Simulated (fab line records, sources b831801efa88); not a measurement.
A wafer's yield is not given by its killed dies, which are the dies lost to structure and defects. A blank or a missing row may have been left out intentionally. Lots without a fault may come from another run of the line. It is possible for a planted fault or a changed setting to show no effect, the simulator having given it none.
The tool behind it: which one? :: flow sky130 :: Sampling: 13 lots, 39 wafers, 3 of 708 route steps

## WHAT EACH GAUGE READ, for each wafer
SKY_METAL3_CD_MEAS_13: the cd target is 300 nm. Usual: cd-nm 300.0 nm, standard deviation 1.3.
lot: L691
measured: day 38 12:28
on: cd-sem-02
cd-nm (nm): 300.0 299.1 300.2
flag: 

lot: L692
measured: day 38 17:40
on: cd-sem-01
cd-nm (nm): 298.9 298.3 298.1
flag: 

lot: L693
measured: day 39 11:08
on: cd-sem-02
cd-nm (nm): 300.2 301.2 301.7
flag: 

lot: L697
measured: day 40 19:04
on: cd-sem-01
cd-nm (nm): 298.3 299.3 299.0
flag: 

lot: L696
measured: day 40 20:46
on: cd-sem-01
cd-nm (nm): 302.5 300.9 300.7
flag: 

lot: L698
measured: day 40 21:11
on: cd-sem-01
cd-nm (nm): 300.1 298.2 299.6
flag: 

lot: L703
measured: day 42 05:10
on: cd-sem-02
cd-nm (nm): 299.6 300.4 300.3
flag: 

lot: L707
measured: day 43 07:44
on: cd-sem-01
cd-nm (nm): 300.4 300.6 299.6
flag: 

lot: L708
measured: day 43 14:54
on: cd-sem-01
cd-nm (nm): 301.9 302.5 301.6
flag: 

lot: L710
measured: day 43 23:07
on: cd-sem-01
cd-nm (nm): 300.6 299.3 299.2
flag: 

lot: L711
measured: day 44 04:20
on: cd-sem-01
cd-nm (nm): 301.3 300.1 300.1
flag: 

lot: L713
measured: day 45 05:56
on: cd-sem-01
cd-nm (nm): 299.4 300.0 299.6
flag: 

lot: L714
measured: day 45 06:29
on: cd-sem-01
cd-nm (nm): 300.1 300.3 299.3
flag: 

SKY_CAP2M_OVL_MEAS_12. Usual: CAP2M_OVL gives -1.1 nm (standard deviation 1.3).
lot: L691
measured: day 40 16:49
on: overlay-02
CAP2M_OVL (nm): 0.8 0.5 1.0
flag: 

lot: L692
measured: day 40 21:51
on: overlay-01
CAP2M_OVL (nm): -1.1 -0.1 0.2
flag: 

lot: L693
measured: day 41 13:51
on: overlay-01
CAP2M_OVL (nm): 0.1 -0.2 -0.9
flag: 

lot: L697
measured: day 42 21:14
on: overlay-01
CAP2M_OVL (nm): -1.7 -3.6 -3.2
flag: 

lot: L696
measured: day 42 22:46
on: overlay-02
CAP2M_OVL (nm): -1.6 -1.4 -0.7
flag: 

lot: L698
measured: day 42 23:42
on: overlay-01
CAP2M_OVL (nm): -0.7 -1.1 -0.7
flag: 

lot: L703
measured: day 44 07:13
on: overlay-02
CAP2M_OVL (nm): -0.4 -2.2 -0.1
flag: 

lot: L707
measured: day 45 07:51
on: overlay-02
CAP2M_OVL (nm): -1.2 -0.8 -1.5
flag: 

lot: L708
measured: day 45 14:05
on: overlay-02
CAP2M_OVL (nm): 3.6 1.9 2.1
flag: 

lot: L710
measured: day 45 21:37
on: overlay-02
CAP2M_OVL (nm): 0.6 0.1 1.2
flag: 

lot: L711
measured: day 46 01:49
on: overlay-01
CAP2M_OVL (nm): -2.2 -1.4 -0.6
flag: 

lot: L713
measured: day 47 04:09
on: overlay-02
CAP2M_OVL (nm): -1.3 -1.9 -2.6
flag: 

lot: L714
measured: day 47 04:47
on: overlay-02
CAP2M_OVL (nm): -2.7 -3.3 -3.1
flag: 

## TOOL THAT RAN EACH LOT (tool first, then ch and the chambers of the sampled wafers, then the start)
lot: L691
SKY_VIA3_CVD_21: cvd-w-01 ch 0,1, day 39 15:21

lot: L692
SKY_VIA3_CVD_21: cvd-w-01 ch 0, day 39 20:46

lot: L693
SKY_VIA3_CVD_21: cvd-w-01 ch 0,1, day 40 13:14

lot: L697
SKY_VIA3_CVD_21: cvd-w-01 ch 0,1, day 41 20:55

lot: L696
SKY_VIA3_CVD_21: cvd-w-02 ch 0,1, day 41 22:25

lot: L698
SKY_VIA3_CVD_21: cvd-w-02 ch 0,1, day 41 23:38

lot: L703
SKY_VIA3_CVD_21: cvd-w-02 ch 0,1, day 43 07:02

lot: L707
SKY_VIA3_CVD_21: cvd-w-02 ch 0,1, day 44 09:37

lot: L708
SKY_VIA3_CVD_21: cvd-w-02 ch 0,1, day 44 15:34

lot: L710
SKY_VIA3_CVD_21: cvd-w-01 ch 0,1, day 44 23:49

lot: L711
SKY_VIA3_CVD_21: cvd-w-02 ch 0,1, day 45 04:37

lot: L713
SKY_VIA3_CVD_21: cvd-w-01 ch 0,1, day 46 06:31

lot: L714
SKY_VIA3_CVD_21: cvd-w-02 ch 0,1, day 46 07:18
- SKY_VIA3_CVD_21: deposits W, target thk 390 nm, time 117.31 s.

## WHAT THE TOOLS THEMSELVES READ (means of the sampled wafers that have a number; where no wafer has one, the mark that the record gives instead)
SKY_VIA3_CVD_21. Usual: heater-power-w 762 W, standard deviation 88.
lot: L691
tool: cvd-w-01
heater-power-w (W): 821
flag: 

lot: L692
tool: cvd-w-01
heater-power-w (W): 668
flag: 

lot: L693
tool: cvd-w-01
heater-power-w (W): 840
flag: 

lot: L697
tool: cvd-w-01
heater-power-w (W): 830
flag: 

lot: L696
tool: cvd-w-02
heater-power-w (W): 739
flag: 

lot: L698
tool: cvd-w-02
heater-power-w (W): 739
flag: 

lot: L703
tool: cvd-w-02
heater-power-w (W): 741
flag: 

lot: L707
tool: cvd-w-02
heater-power-w (W): 746
flag: 

lot: L708
tool: cvd-w-02
heater-power-w (W): 744
flag: 

lot: L710
tool: cvd-w-01
heater-power-w (W): 832
flag: 

lot: L711
tool: cvd-w-02
heater-power-w (W): 728
flag: 

lot: L713
tool: cvd-w-01
heater-power-w (W): 835
flag: 

lot: L714
tool: cvd-w-02
heater-power-w (W): 742
flag: 

## THE ANSWER, worked out from the rows above alone
Rule: a lot is off if the mean of its wafers that have a number lies more than 3 standard deviations from the usual mean. A lot without any number at a reading at which 4 lots or more have one is off too. The other lots that the step has rows for count as sound. First the gauges in route order, then the tools' own readings, where a lot's mean is used as printed above. At the first step where some lot is off, the reading lying furthest off is the one used; lots without a number count as furthest.
No lot is off on any of the readings shown, so nothing can be concluded from this.

## WHAT THE SIMULATOR PUT IN
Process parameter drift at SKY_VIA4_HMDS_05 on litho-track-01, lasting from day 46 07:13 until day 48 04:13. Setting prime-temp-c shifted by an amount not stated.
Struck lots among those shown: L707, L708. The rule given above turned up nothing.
